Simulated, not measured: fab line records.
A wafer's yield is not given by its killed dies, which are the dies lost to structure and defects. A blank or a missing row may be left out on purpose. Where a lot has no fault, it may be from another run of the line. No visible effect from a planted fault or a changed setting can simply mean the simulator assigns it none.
Which tool was responsible? -- flow gf180mcu -- 6 lots, 18 wafers sampled, at 1 step of a route of 602

WHAT EACH GAUGE READ, for each wafer
GF_V5_THK_MEAS_25: measures by xrf.
lot,measured,on,V5_W_THK (nm)
L685,day 28 11:01,film_metro-03,355 354 359
L687,day 29 03:42,film_metro-04,342 345 342
L689,day 29 15:47,film_metro-04,350 348 350
L698,day 32 04:38,film_metro-01,354 374 362
L701,day 32 23:34,film_metro-01,347 348 352
L703,day 33 08:37,film_metro-01,362 363 363

WHICH TOOL RAN EACH LOT (tool, then ch and the chambers of the sampled wafers, then the start)
Before these readings, the record contains no process step.

THE ANSWER, worked out from the rows above alone
Rule: the lots themselves supply what counts as usual. The widest of any qualifying gaps counts: lots, ordered by their means at a reading, are off when they make up no more than a third of the lots, leave a main group of 4 or more, and stand apart from it by 3 or more times the standard deviation of that group's means. The tables above print the reading to a certain number of digits; a main group whose means all agree to those digits is not used. A lot without any number at a reading at which 4 lots or more have one is off too. Any other lot the step has rows for is counted as sound.
Across all readings shown, no lot is off: no conclusion can be drawn from this.

WHAT THE SIMULATOR PUT IN
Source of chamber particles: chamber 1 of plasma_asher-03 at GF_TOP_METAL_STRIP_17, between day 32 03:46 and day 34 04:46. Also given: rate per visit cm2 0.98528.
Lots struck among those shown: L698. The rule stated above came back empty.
